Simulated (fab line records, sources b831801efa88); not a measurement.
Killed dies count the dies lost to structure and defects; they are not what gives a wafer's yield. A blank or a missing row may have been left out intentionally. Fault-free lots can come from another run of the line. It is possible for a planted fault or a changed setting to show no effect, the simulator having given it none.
Matching of chambers | flow sky130 | 3 sister chambers for SKY_CONTACT_CVD_00 on pecvd-04
The step deposits Si3N4, target thk 75 nm. 6 wafers are shown with their chamber, then 10 later ones without.

== WAFERS, EACH WITH ITS CHAMBER ==
wafer  | chamber | heater_power_w (W)
L089.3 | 2       | 657
L090.2 | 2       | 661
L090.3 | 0       | 786
L090.4 | 1       | 725
L091.3 | 1       | 723
L091.5 | 0       | 762

== WAFERS WITH NO CHAMBER GIVEN ==
wafer  | heater_power_w (W)
L091.6 | 728
L093.3 | 810
L093.5 | 629
L093.6 | 632
L095.1 | 673
L095.2 | 663
L095.3 | 647
L097.2 | 687
L097.4 | 690
L097.6 | 712

== WHICH CHAMBER EACH ONE RAN IN ==
wafer  | from the rows above     | in truth
L091.6 | 1                       | 1
L093.3 | 0                       | 0
L093.5 | 2                       | 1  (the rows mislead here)
L093.6 | 2                       | 2
L095.1 | 2                       | 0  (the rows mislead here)
L095.2 | 2                       | 2
L095.3 | 2                       | 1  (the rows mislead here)
L097.2 | can't be placed: 2 or 1 | 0
L097.4 | can't be placed: 2 or 1 | 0
L097.6 | 1                       | 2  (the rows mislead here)
Correctly placed: 4 of 10. Cannot be placed on the basis of these rows: 2; the candidates contain the true chamber in 0. Wrongly placed: 4.
How it was worked out, from the rows above alone: a wafer's distance from a chamber is the root of the sum, over the readings, of the square of ((its reading less the chamber's mean) divided by the reading's scatter). The wafer belongs to the nearest chamber; if the next one is less than 2 further off, it can't be placed. For every chamber, the mean is computed from those of its wafers that are shown. The scatter is the square root of a quotient: the sum, over the shown wafers, of each reading's squared deviation from its chamber's mean, divided by wafers minus chambers.
